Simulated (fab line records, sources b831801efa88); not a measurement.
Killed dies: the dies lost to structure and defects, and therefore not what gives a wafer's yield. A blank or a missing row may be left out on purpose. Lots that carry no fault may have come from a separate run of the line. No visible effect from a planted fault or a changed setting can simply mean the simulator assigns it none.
fab line records + flow sky130
[record]
- lots = 14
- wafers = 40
- lastDay = 51
route steps=708 shown NWELL@82 VT_ADJUST_HVTP@94 VT_ADJUST_NCORE@126 VT_ADJUST_PCH@153 PAD_OPEN@708
lots untouched by any fault: they come from a run of this same line in which no faults occurred
startH: hours from the record's opening day to when the first of the lot's shown wafers began + waitH: hours from the lot's prior step to this one + " unchanged from the row above + L1.1+2: a single row standing in for several wafers + - value missing, or start not given + * or withheld: withheld + < > ~ a bound
route shown NAME@n: a module of which the file shows steps, and the number in the route of the first + usual: mean/standard deviation of fault-free wafers + same: alike in all rows + chamber/n: place in a boat + sites: per-site readings + _std_site: how widely they spread, as a standard deviation + _edge_site: the outer-site mean with the inner-site mean subtracted + radiusMm: for every site, how far away it sits from the centre of the wafer + mask NAME#n: copy n + behind: tool/chamber where the wafer was last shaped + hold: reason for holding the lot/hours on hold/outcome of the hold + device: whichever transistor did not switch (one of n, p or np) + end of line: tests of these same wafers at the route's end + step lacking rows: just its recipe + killed: dies lost to structure and defects at the first sort, not the wafer's yield + map: dies across one wafer; x = killed, . = not, _ = none there
set.NAME: setting as actually run; set.NAME@STEP: the setting as run at that earlier step + model.NAME: the simulator's own value behind a step, which no gauge read
the route's steps for a sample of lots (tables are steps, rows are wafers)
services: when a tool's chamber went out of use (startH, in hours from the record's first day, below 0 if earlier), for how many hours, and the reason
[[steps]]
[step SKY_NWELL_RS_MEAS_29]
[recipe]
- thkMeasGauge = four-point-probe
[usual]
- NWELL_RS = 624.6/1.8
| lot.wafer | tool         | chamber | startH | waitH | NWELL_RS[ohm/sq] |
|-----------|--------------|---------|--------|-------|------------------|
| L486.2    | filmMetro-01 | -       | 108.36 | 0.1   | 627.4            |
| L486.5    | "            | -       | "      | "     | 628.5            |
| L486.6    | "            | -       | "      | "     | 628.7            |
| L488.1    | filmMetro-04 | -       | 118.39 | 0.1   | 623.5            |
| L488.5    | "            | -       | "      | "     | 625.3            |
| L488.6    | "            | -       | "      | "     | 623.6            |
| L487.1    | filmMetro-01 | -       | 120.27 | 0.1   | 625.9            |
| L487.3    | "            | -       | "      | "     | 626.1            |
| L487.5    | "            | -       | "      | "     | 623.8            |
| L491.1    | filmMetro-01 | -       | 137.69 | 0.1   | 625.5            |
| L491.2    | "            | -       | "      | "     | 625.7            |
| L491.3    | "            | -       | "      | "     | 625.8            |
| L495.1    | filmMetro-02 | -       | 162.44 | 0.1   | 621.7            |
| L495.6    | "            | -       | "      | "     | 621.1            |
| L496.3    | filmMetro-04 | -       | 171.35 | 0.1   | 623.3            |
| L496.5    | "            | -       | "      | "     | 622.2            |
| L500.1    | filmMetro-02 | -       | 194.74 | 0.1   | 622.3            |
| L500.4    | "            | -       | "      | "     | 623.1            |
| L500.5    | "            | -       | "      | "     | 621.9            |
| L501.1    | filmMetro-04 | -       | 202.37 | 0.1   | 625.3            |
| L501.2    | "            | -       | "      | "     | 624.4            |
| L501.4    | "            | -       | "      | "     | 623.9            |
| L502.1    | filmMetro-01 | -       | 205.31 | 0.1   | 629.5            |
| L502.2    | "            | -       | "      | "     | 627.6            |
| L502.3    | "            | -       | "      | "     | 627.3            |
| L503.1    | filmMetro-01 | -       | 210.39 | 0.1   | 624.5            |
| L503.5    | "            | -       | "      | "     | 626.9            |
| L503.6    | "            | -       | "      | "     | 621.7            |
| L505.2    | filmMetro-02 | -       | 223.98 | 0.1   | 625.1            |
| L505.3    | "            | -       | "      | "     | 623.9            |
| L505.6    | "            | -       | "      | "     | 622.8            |
| L507.2    | filmMetro-02 | -       | 238.24 | 0.1   | 624.6            |
| L507.3    | "            | -       | "      | "     | 625.0            |
| L507.6    | "            | -       | "      | "     | 625.1            |
| L508.4    | filmMetro-01 | -       | 243.73 | 0.1   | 625.4            |
| L508.5    | "            | -       | "      | "     | 624.8            |
| L508.6    | "            | -       | "      | "     | 625.3            |
| L509.1    | filmMetro-01 | -       | 249.84 | 0.1   | 625.2            |
| L509.3    | "            | -       | "      | "     | 624.1            |
| L509.5    | "            | -       | "      | "     | 624.1            |
[step SKY_VT_ADJUST_HVTP_IMPLANT_09]
[recipe]
- species = As
- energyKev = 150
- doseCm2 = 4.3e+12
- tiltDeg = withheld
[usual]
- doseIonsCm2 = 4.3e+12/5.7e+09
| lot.wafer | tool         | chamber | startH | waitH | doseIonsCm2 |
|-----------|--------------|---------|--------|-------|-------------|
| L486.2    | implanter-04 | 0       | 127.59 | 0.0   | 4.294e+12   |
| L486.5    | "            | 0       | "      | "     | 4.293e+12   |
| L486.6    | "            | 0       | "      | "     | 4.295e+12   |
| L488.1    | implanter-01 | 0       | 138.02 | 0.0   | 4.303e+12   |
| L488.5    | "            | 0       | "      | "     | 4.309e+12   |
| L488.6    | "            | 0       | "      | "     | 4.311e+12   |
| L487.1    | implanter-02 | 0       | 140.17 | 0.0   | 4.295e+12   |
| L487.3    | "            | 0       | "      | "     | 4.292e+12   |
| L487.5    | "            | 0       | "      | "     | 4.294e+12   |
| L491.1    | implanter-02 | 0       | 158.36 | 0.0   | 4.301e+12   |
| L491.2    | "            | 0       | "      | "     | 4.302e+12   |
| L491.3    | "            | 0       | "      | "     | 4.31e+12    |
| L495.1    | implanter-02 | 0       | 183.11 | 0.0   | 4.298e+12   |
| L495.6    | "            | 0       | "      | "     | 4.294e+12   |
| L496.3    | implanter-02 | 0       | 193.27 | 0.1   | 4.308e+12   |
| L496.5    | "            | 0       | "      | "     | 4.294e+12   |
| L500.1    | implanter-01 | 0       | 217.72 | 0.0   | 4.303e+12   |
| L500.4    | "            | 0       | "      | "     | 4.309e+12   |
| L500.5    | "            | 0       | "      | "     | 4.301e+12   |
| L501.1    | implanter-01 | 0       | 225.26 | 0.0   | 4.298e+12   |
| L501.2    | "            | 0       | "      | "     | 4.301e+12   |
| L501.4    | "            | 0       | "      | "     | 4.299e+12   |
| L502.1    | implanter-01 | 0       | 228.77 | 0.0   | 4.308e+12   |
| L502.2    | "            | 0       | "      | "     | 4.309e+12   |
| L502.3    | "            | 0       | "      | "     | 4.306e+12   |
| L503.1    | implanter-01 | 0       | 233.06 | 0.0   | 4.295e+12   |
| L503.5    | "            | 0       | "      | "     | 4.302e+12   |
| L503.6    | "            | 0       | "      | "     | 4.304e+12   |
| L505.2    | implanter-04 | 0       | 248.27 | 0.0   | 4.311e+12   |
| L505.3    | "            | 0       | "      | "     | 4.313e+12   |
| L505.6    | "            | 0       | "      | "     | 4.306e+12   |
| L507.2    | implanter-02 | 0       | 263.22 | 0.0   | 4.302e+12   |
| L507.3    | "            | 0       | "      | "     | 4.298e+12   |
| L507.6    | "            | 0       | "      | "     | 4.295e+12   |
| L508.4    | implanter-01 | 0       | 267.19 | 0.1   | 4.306e+12   |
| L508.5    | "            | 0       | "      | "     | 4.307e+12   |
| L508.6    | "            | 0       | "      | "     | 4.306e+12   |
| L509.1    | implanter-04 | 0       | 274.20 | 0.0   | 4.289e+12   |
| L509.3    | "            | 0       | "      | "     | 4.301e+12   |
| L509.5    | "            | 0       | "      | "     | 4.301e+12   |
[step SKY_VT_ADJUST_HVTP_TW_MEAS_11]
[usual]
- VT_ADJUST_HVTP_TW = 1362/13
| lot.wafer | tool         | chamber | startH | waitH | VT_ADJUST_HVTP_TW |
|-----------|--------------|---------|--------|-------|-------------------|
| L486.2    | filmMetro-01 | -       | 127.82 | 0.1   | 1345              |
| L486.5    | "            | -       | "      | "     | 1343              |
| L486.6    | "            | -       | "      | "     | 1345              |
| L488.1    | filmMetro-03 | -       | 138.27 | 0.1   | 1360              |
| L488.5    | "            | -       | "      | "     | 1358              |
| L488.6    | "            | -       | "      | "     | 1355              |
| L487.1    | filmMetro-03 | -       | 140.42 | 0.1   | 1358              |
| L487.3    | "            | -       | "      | "     | 1365              |
| L487.5    | "            | -       | "      | "     | 1360              |
| L491.1    | filmMetro-03 | -       | 158.61 | 0.1   | 1369              |
| L491.2    | "            | -       | "      | "     | 1371              |
| L491.3    | "            | -       | "      | "     | 1364              |
| L495.1    | filmMetro-01 | -       | 183.36 | 0.1   | 1342              |
| L495.6    | "            | -       | "      | "     | 1265              |
| L496.3    | filmMetro-03 | -       | 193.49 | 0.1   | 1369              |
| L496.5    | "            | -       | "      | "     | 1286              |
| L500.1    | filmMetro-02 | -       | 217.97 | 0.1   | 1384              |
| L500.4    | "            | -       | "      | "     | 1379              |
| L500.5    | "            | -       | "      | "     | 1381              |
| L501.1    | filmMetro-02 | -       | 225.51 | 0.1   | 1374              |
| L501.2    | "            | -       | "      | "     | 1373              |
| L501.4    | "            | -       | "      | "     | 1373              |
| L502.1    | filmMetro-01 | -       | 229.02 | 0.1   | 1345              |
| L502.2    | "            | -       | "      | "     | 1345              |
| L502.3    | "            | -       | "      | "     | 1342              |
| L503.1    | filmMetro-03 | -       | 233.31 | 0.1   | 1360              |
| L503.5    | "            | -       | "      | "     | 1367              |
| L503.6    | "            | -       | "      | "     | 1357              |
| L505.2    | filmMetro-01 | -       | 248.51 | 0.1   | 1349              |
| L505.3    | "            | -       | "      | "     | 1351              |
| L505.6    | "            | -       | "      | "     | 1351              |
| L507.2    | filmMetro-01 | -       | 263.46 | 0.1   | 1350              |
| L507.3    | "            | -       | "      | "     | 1352              |
| L507.6    | "            | -       | "      | "     | 1354              |
| L508.4    | filmMetro-02 | -       | 267.40 | 0.1   | 1375              |
| L508.5    | "            | -       | "      | "     | 1371              |
| L508.6    | "            | -       | "      | "     | 1376              |
| L509.1    | filmMetro-02 | -       | 274.45 | 0.1   | 1375              |
| L509.3    | "            | -       | "      | "     | 1370              |
| L509.5    | "            | -       | "      | "     | 1368              |
[step SKY_VT_ADJUST_NCORE_CD_MEAS_07]
[recipe]
- targetCdNm = 380
[usual]
- cdNm = 380/3.1
| lot.wafer | tool     | chamber | startH | waitH | cdNm |
|-----------|----------|---------|--------|-------|------|
| L486.2    | cdSem-02 | -       | 189.63 | 0.1   | 382  |
| L486.5    | "        | -       | "      | "     | 381  |
| L486.6    | "        | -       | "      | "     | 382  |
| L488.1    | cdSem-01 | -       | 201.46 | 0.1   | 385  |
| L488.5    | "        | -       | "      | "     | 381  |
| L488.6    | "        | -       | "      | "     | 382  |
| L487.1    | cdSem-02 | -       | 203.21 | 0.1   | 380  |
| L487.3    | "        | -       | "      | "     | 384  |
| L487.5    | "        | -       | "      | "     | 384  |
| L491.1    | cdSem-02 | -       | 224.37 | 0.1   | 381  |
| L491.2    | "        | -       | "      | "     | 380  |
| L491.3    | "        | -       | "      | "     | 380  |
| L495.1    | cdSem-02 | -       | 251.41 | 0.1   | 372  |
| L495.6    | "        | -       | "      | "     | 373  |
| L496.3    | cdSem-01 | -       | 263.15 | 0.1   | 378  |
| L496.5    | "        | -       | "      | "     | 379  |
| L500.1    | cdSem-02 | -       | 289.96 | 0.1   | 380  |
| L500.4    | "        | -       | "      | "     | 379  |
| L500.5    | "        | -       | "      | "     | 379  |
| L501.1    | cdSem-01 | -       | 298.57 | 0.1   | 382  |
| L501.2    | "        | -       | "      | "     | 382  |
| L501.4    | "        | -       | "      | "     | 380  |
| L502.1    | cdSem-02 | -       | 301.72 | 0.1   | 382  |
| L502.2    | "        | -       | "      | "     | 381  |
| L502.3    | "        | -       | "      | "     | 379  |
| L503.1    | cdSem-01 | -       | 307.71 | 0.1   | 380  |
| L503.5    | "        | -       | "      | "     | 383  |
| L503.6    | "        | -       | "      | "     | 382  |
| L505.2    | cdSem-02 | -       | 321.48 | 0.1   | 376  |
| L505.3    | "        | -       | "      | "     | 376  |
| L505.6    | "        | -       | "      | "     | 377  |
| L507.2    | cdSem-01 | -       | 340.58 | 0.1   | 377  |
| L507.3    | "        | -       | "      | "     | 377  |
| L507.6    | "        | -       | "      | "     | 376  |
| L508.4    | cdSem-01 | -       | 344.88 | 0.1   | 381  |
| L508.5    | "        | -       | "      | "     | 381  |
| L508.6    | "        | -       | "      | "     | 378  |
| L509.1    | cdSem-02 | -       | 353.62 | 0.1   | 386  |
| L509.3    | "        | -       | "      | "     | 386  |
| L509.5    | "        | -       | "      | "     | 387  |
[step SKY_VT_ADJUST_PCH_TW_MEAS_10]
[usual]
- VT_ADJUST_PCH_TW = 143.3/1
| lot.wafer | tool         | chamber | startH | waitH | VT_ADJUST_PCH_TW |
|-----------|--------------|---------|--------|-------|------------------|
| L486.2    | filmMetro-03 | -       | 236.31 | 0.1   | 143.6            |
| L486.5    | "            | -       | "      | "     | 143.6            |
| L486.6    | "            | -       | "      | "     | 143.5            |
| L488.1    | filmMetro-02 | -       | 249.04 | 0.1   | 144.1            |
| L488.5    | "            | -       | "      | "     | 143.1            |
| L488.6    | "            | -       | "      | "     | 142.8            |
| L487.1    | filmMetro-03 | -       | 249.98 | 0.1   | 144.5            |
| L487.3    | "            | -       | "      | "     | 145.0            |
| L487.5    | "            | -       | "      | "     | 144.7            |
| L491.1    | filmMetro-01 | -       | 273.75 | 0.1   | 141.3            |
| L491.2    | "            | -       | "      | "     | 142.6            |
| L491.3    | "            | -       | "      | "     | 142.9            |
| L495.1    | filmMetro-03 | -       | 301.70 | 0.1   | 144.3            |
| L495.6    | "            | -       | "      | "     | 143.8            |
| L496.3    | filmMetro-03 | -       | 314.35 | 0.1   | 143.3            |
| L496.5    | "            | -       | "      | "     | 143.1            |
| L500.1    | filmMetro-03 | -       | 343.18 | 0.1   | 143.5            |
| L500.4    | "            | -       | "      | "     | 143.9            |
| L500.5    | "            | -       | "      | "     | 143.8            |
| L501.1    | filmMetro-02 | -       | 351.08 | 0.1   | 144.9            |
| L501.2    | "            | -       | "      | "     | 145.7            |
| L501.4    | "            | -       | "      | "     | 145.3            |
| L502.1    | filmMetro-03 | -       | 356.55 | 0.1   | 143.0            |
| L502.2    | "            | -       | "      | "     | 143.8            |
| L502.3    | "            | -       | "      | "     | 143.5            |
| L503.1    | filmMetro-03 | -       | 362.63 | 0.1   | 143.5            |
| L503.5    | "            | -       | "      | "     | 143.6            |
| L503.6    | "            | -       | "      | "     | 143.1            |
| L505.2    | filmMetro-01 | -       | 378.30 | 0.1   | 143.6            |
| L505.3    | "            | -       | "      | "     | 142.9            |
| L505.6    | "            | -       | "      | "     | 142.9            |
| L507.2    | filmMetro-02 | -       | 397.75 | 0.1   | 144.3            |
| L507.3    | "            | -       | "      | "     | 144.2            |
| L507.6    | "            | -       | "      | "     | 144.5            |
| L508.4    | filmMetro-01 | -       | 403.62 | 0.1   | 143.8            |
| L508.5    | "            | -       | "      | "     | 143.3            |
| L508.6    | "            | -       | "      | "     | 143.3            |
| L509.1    | filmMetro-01 | -       | 411.85 | 0.1   | 142.5            |
| L509.3    | "            | -       | "      | "     | 142.6            |
| L509.5    | "            | -       | "      | "     | 142.9            |
[step SKY_PAD_OPEN_PROBE_99]
[usual]
- killed_at_M0_to_M3 = 43/6.9
- killed_at_M4_up = 3.2/1.6
- killedAtContacts = 25/5.1
- killedAtFrontEnd = 16/4.5
- killedAtOther = 0.3/0.68
- killedDies = 87/8.9
- killedOpen = 48/6.9
- killedShort = 39/6.3
[same]
- grossDies = 492
- killedAtBackSide = 0
| lot.wafer | tool      | chamber | startH  | waitH | killed_at_M0_to_M3 | killed_at_M4_up | killedAtContacts | killedAtFrontEnd | killedAtOther | killedDies | killedOpen | killedShort |
|-----------|-----------|---------|---------|-------|--------------------|-----------------|------------------|------------------|---------------|------------|------------|-------------|
| L495.6    | prober-01 | -       | 1148.89 | 0.2   | 38                 | 4               | 32               | 14               | 0             | 88         | 56         | 32          |
| L496.3    | prober-02 | -       | 1159.24 | 0.2   | 40                 | 4               | 28               | 18               | 0             | 90         | 54         | 36          |
| L496.5    | prober-02 | -       | 1159.34 | 0.2   | 43                 | 4               | 26               | 14               | 0             | 87         | 44         | 43          |
| L503.1    | prober-01 | -       | 1190.89 | 0.1   | 43                 | 2               | 16               | 23               | 0             | 84         | 42         | 41          |
| L503.5    | prober-01 | -       | 1191.09 | 0.2   | 39                 | 4               | 26               | 11               | 0             | 80         | 44         | 35          |
| L503.6    | prober-01 | -       | 1191.14 | 0.2   | 46                 | 1               | 25               | 15               | 0             | 87         | 50         | 37          |
// killed by level:class
L495.6 VIA1:geometricParticle:open=16 CONTACT:geometricParticle:open=15 LOCAL_INTERCONNECT:geometricParticle:short=8 VIA1:geometricParticle:short=5 POLY_GATE:geometricParticle:short=4 VIA2:geometricParticle:open=4 VIA3:geometricParticle:open=4 POLY_GATE:geometricParticle:open=3
L496.3 VIA1:geometricParticle:open=18 LI_CONTACT:geometricParticle:open=10 FIELD_ISO:geometricParticle:short=8 CONTACT:geometricParticle:open=7 VIA3:geometricParticle:open=7 CONTACT:geometricParticle:short=6 METAL2:geometricParticle:short=4 FIELD_ISO:geometricParticle:open=3
L496.5 CONTACT:geometricParticle:open=11 VIA1:geometricParticle:open=10 VIA1:geometricParticle:short=8 METAL2:geometricParticle:short=8 LI_CONTACT:geometricParticle:open=7 POLY_GATE:geometricParticle:short=4 CONTACT:geometricParticle:short=4 POLY_GATE:geometricParticle:open=3
L503.1 VIA1:geometricParticle:open=14 LI_CONTACT:geometricParticle:open=7 POLY_GATE:geometricParticle:short=6 METAL1:geometricParticle:short=6 FIELD_ISO:geometricParticle:open=5 VIA3:geometricParticle:open=5 FIELD_ISO:geometricParticle:short=4 VIA1:geometricParticle:short=4
L503.5 VIA3:geometricParticle:open=11 CONTACT:geometricParticle:short=10 VIA1:geometricParticle:open=9 LI_CONTACT:geometricParticle:open=7 CONTACT:geometricParticle:open=5 VIA2:geometricParticle:open=4 METAL4:geometricParticle:short=4 FIELD_ISO:geometricParticle:open=3
L503.6 VIA1:geometricParticle:open=14 LI_CONTACT:geometricParticle:open=8 CONTACT:geometricParticle:open=7 VIA1:geometricParticle:short=7 VIA2:geometricParticle:open=6 POLY_GATE:geometricParticle:open=4 LI_CONTACT:geometricParticle:short=4 CONTACT:geometricParticle:short=4
[[services]]
| tool         | chamber | startH | hours | kind   |
|--------------|---------|--------|-------|--------|
| implanter-02 | -       | 146.85 | 1.4   | repair |
| implanter-04 | -       | 151.08 | 5.8   | repair |
| implanter-02 | -       | 172.55 | 4.2   | pm     |
| implanter-01 | -       | 187.36 | 3.7   | pm     |
| implanter-02 | -       | 228.54 | 6.7   | repair |
| implanter-02 | -       | 237.43 | 7.6   | pm     |
| implanter-04 | -       | 268.79 | 2.4   | repair |
[[key]]
[firstSign]
- step = SKY_VT_ADJUST_HVTP_TW_MEAS_11
- reading = VT_ADJUST_HVTP_TW
- direction = down
- sigmas = 6.7
- usual = 1362
- struck = 1276
effect none on later readings
metAt SKY_VT_ADJUST_HVTP_IMPLANT_09
struckLots L495,L496
struckWafers L495.6,L496.5
testerLeftOut L495,L496
notActingAt SKY_NWELL_RS_MEAS_29,SKY_VT_ADJUST_NCORE_CD_MEAS_07,SKY_VT_ADJUST_PCH_TW_MEAS_10
onsetBetween 158.36 183.11
[fault]
- kind = processParameterDrift
- tool = implanter-02
- chamber = -
- onsetH = 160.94
- steps = SKY_VT_ADJUST_HVTP_IMPLANT_09
- channel = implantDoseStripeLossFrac
- offset = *
- shape = step
- endH = 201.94
- scope = struckWafersOnly
// testerLeftOut: of these lots the tester's yield and bins aren't shown, on N5 and GAA mostly nor the transistor test; their killed dies are dies lost to structure and defects alone, not to doping, threshold or leakage, so they don't give the yield
